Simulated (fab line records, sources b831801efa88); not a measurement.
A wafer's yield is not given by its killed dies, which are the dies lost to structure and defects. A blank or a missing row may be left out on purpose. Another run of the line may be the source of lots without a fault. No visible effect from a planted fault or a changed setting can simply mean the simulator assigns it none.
Struck lot and sound lot, side by side + flow sky130 + 33 out of 708 route steps
Sound: the wafers L948.1, L948.2, L948.4. Struck: wafers L955.1, L955.4 (left out: L955.3, a lot-mate that was not struck); the cause follows at the end.
For every step that has rows: the tool of each side, followed by ch and its chambers, followed by its first start. Under that, the readings that differ: sound wafers + struck wafers + difference of the means + sigmas: that difference in standard deviations of wafers without a fault.
alike: words and numbers the same on both sides, and readings whose means are apart by under 2 such deviations; not compared: readings that were withheld, readings missing a value for some wafer, numbers with overlapping values and no deviation given by the record, and bounds like >300 which may hide the same value.
A row with sigmas, a row that says differs or no value, or rows on one side alone: a step with any of these is where the two part. Numbers that have no deviation but don't overlap get no sigmas and don't part them. A reading that every wafer of one side lacks parts them only if that side has two wafers or more.

first, 4 steps without rows for these wafers: SKY_LOCAL_INTERCONNECT_SOFTBAKE_07 (time 90 s); SKY_LOCAL_INTERCONNECT_EXPOSE_08 (exposes mask LI1M, target cd 170 nm); SKY_LOCAL_INTERCONNECT_PEB_09; SKY_LOCAL_INTERCONNECT_DEVELOP_10 (develop time 60 s).
SKY_LOCAL_INTERCONNECT_CD_MEAS_11: target cd 170 nm.
  sound: cdSem-02 at day 30 16:51; struck: cdSem-01 at day 33 00:10
  alike: cdNm
SKY_LOCAL_INTERCONNECT_OVL_MEAS_12:
  sound: overlay-02 at day 30 16:58; struck: overlay-02 at day 33 00:17
  alike: LOCAL_INTERCONNECT_OVL
SKY_LOCAL_INTERCONNECT_ETCH_13: etches BARC in N2/H2, stops on SiO2, time 45.9 s, target depth 60 nm.
  sound on rieMetal-03 ch 0,1, day 30 17:01; struck on rieMetal-01 ch 1, day 33 00:19
  alike: drypumpMotorCurrentA, oesProductAu, throttleValvePct
  not compared: rfHoursCounterH
SKY_LOCAL_INTERCONNECT_METAL_ETCH_14: etches TiN in Cl2/BCl3, stops on PSG, target depth 110 nm, time 31.4 s.
  sound on rieMetal-03 ch 0,1, day 30 17:04; struck on rieMetal-01 ch 1, day 33 00:23
  alike: drypumpMotorCurrentA, oesProductAu, throttleValvePct
  not compared: rfHoursCounterH
SKY_LOCAL_INTERCONNECT_STRIP_15: strips in O2/N2.
  sound on plasmaAsher-01 ch 0,1, day 30 17:07; struck on plasmaAsher-04 ch 0,1, day 33 00:26
  alike: drypumpMotorCurrentA, oesProductAu, stripTimeToEndpointS
  not compared: rfHoursCounterH
then, 3 steps without rows for these wafers: SKY_LOCAL_INTERCONNECT_STRIP_16 (strips in post etch residue remover, time 1200 s); SKY_LOCAL_INTERCONNECT_CLEAN_17 (cleans in IPA, time 180 s); SKY_LOCAL_INTERCONNECT_CLEAN_18 (cleans in O3/DIW).
SKY_CONTACT_CVD_00: deposits Si3N4, target thk 75 nm.
  sound on pecvd-02 ch 0,1, day 30 17:43; struck on pecvd-03 ch 0,2, day 33 01:02
| reading                                  | sound             | struck      | difference | sigmas |
|------------------------------------------|-------------------|-------------|------------|--------|
| heaterPowerW (W)                         | 646 613 662       | 780 911     | +205       | +2     |
| model.Si3N4_of_CONTACT_CVD_00.thkNm (nm) | 74.73 74.82 74.63 | 50.09 50.54 | -24.41     |        |
SKY_CONTACT_THK_MEAS_01:
  sound: filmMetro-02 at day 30 17:46; struck: filmMetro-02 at day 33 01:04
| reading                 | sound          | struck    | difference | sigmas |
|-------------------------|----------------|-----------|------------|--------|
| CONTACT_CVD_00_THK (nm) | 74.7 74.8 74.6 | 50.0 50.5 | -24.5      | -29    |
then, 1 step without rows for these wafers: SKY_CONTACT_HDPCVD_02 (deposits SiO2, target thk 565 nm, time 94.2 s).
SKY_CONTACT_THK_MEAS_03:
  sound: filmMetro-01 at day 30 17:53; struck: filmMetro-04 at day 33 01:11
  alike: CONTACT_HDPCVD_THK
then, 1 step without rows for these wafers: SKY_CONTACT_CMP_04 (polishes SiO2).
SKY_CONTACT_BOW_MEAS_05:
  sound: filmMetro-04 at day 30 18:15; struck: filmMetro-01 at day 33 01:33
  alike: CONTACT_BOW
then, 8 steps without rows for these wafers: SKY_CONTACT_DEHYDRATE_06 (time 60 s); SKY_CONTACT_HMDS_07 (prime time 60 s); SKY_CONTACT_COAT_08 (resist thk 60 nm); SKY_CONTACT_COAT_09 (resist thk 450 nm); SKY_CONTACT_SOFTBAKE_10 (time 90 s); SKY_CONTACT_EXPOSE_11 (exposes mask CTM1, target cd 170 nm); SKY_CONTACT_PEB_12; SKY_CONTACT_DEVELOP_13 (develop time 60 s).
SKY_CONTACT_CD_MEAS_14: target cd 170 nm.
  sound: cdSem-02 at day 31 21:49; struck: cdSem-02 at day 34 10:07
  alike: cdNm
SKY_CONTACT_OVL_MEAS_15:
  sound: overlay-01 at day 31 21:56; struck: overlay-02 at day 34 10:14
  alike: CONTACT_OVL
SKY_CONTACT_ETCH_16: etches BARC in N2/H2, stops on SiO2, time 45.9 s, target depth 60 nm.
  sound on rieDiel-01 ch 0,2,3, day 31 21:58; struck on rieDiel-04 ch 2,3, day 34 10:16
| reading             | sound  | struck | difference | sigmas |
|---------------------|--------|--------|------------|--------|
| rfHoursCounterH (h) | 6 7 10 | 20 31  | +18        |        |
  alike: drypumpMotorCurrentA, oesProductAu, throttleValvePct
then, 1 step without rows for these wafers: SKY_CONTACT_ETCH_17 (etches SiO2 in C4F8/O2/Ar, stops on Si3N4, target depth 340 nm).
SKY_CONTACT_ETCH_18: etches Si3N4 in CHF3/O2, stops on TiN, time 39 s, target depth 75 nm.
  sound on rieDiel-01 ch 0,2,3; struck on rieDiel-04 ch 2,3
| reading                 | sound             | struck      | difference | sigmas |
|-------------------------|-------------------|-------------|------------|--------|
| oesProductAu (a.u.)     | 0.853 0.855 0.853 | 0.696 0.698 | -0.157     | -23    |
| rfHoursCounterH (h)     | 6 7 10            | 20 31       | +18        |        |
| throttleValvePct (%)    | 8.789 8.792 8.795 | 8.756 8.757 | -0.036     | -4     |
| model.etch.depthNm (nm) | 74.73 74.82 74.63 | 50.09 50.54 | -24.41     |        |
  alike: O2_flow_sccm, drypumpMotorCurrentA
SKY_CONTACT_STRIP_19: strips in O2/N2.
  sound on plasmaAsher-03 ch 0,1, day 31 22:06; struck on plasmaAsher-02 ch 0,1, day 34 10:24
  alike: drypumpMotorCurrentA, oesProductAu, stripTimeToEndpointS
  not compared: rfHoursCounterH
-- the record jumps here: 14 days lie between the struck wafers' starts before and after (it left off in module CONTACT and takes up again in module PAD_OPEN, whose first step shown is number 708 of the route) --
SKY_PAD_OPEN_PROBE_99:
  sound: prober-01 at day 46 00:58; struck: prober-02 at day 48 00:10
  alike: killed_at_M0_to_M3, killed_at_M4_up, killedAtContacts, killedAtFrontEnd, killedAtOther, killedDies, killedOpen, killedShort

WHERE THEY PART
Last at SKY_CONTACT_ETCH_18 as far as this record goes, first at SKY_CONTACT_CVD_00. Later steps at which nothing parts them and some readings are alike: SKY_CONTACT_STRIP_19, SKY_PAD_OPEN_PROBE_99.

WHY: whatever the simulator had introduced
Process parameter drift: pecvd-03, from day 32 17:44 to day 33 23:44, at SKY_CONTACT_CVD_00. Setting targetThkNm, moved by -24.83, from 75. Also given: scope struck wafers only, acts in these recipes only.
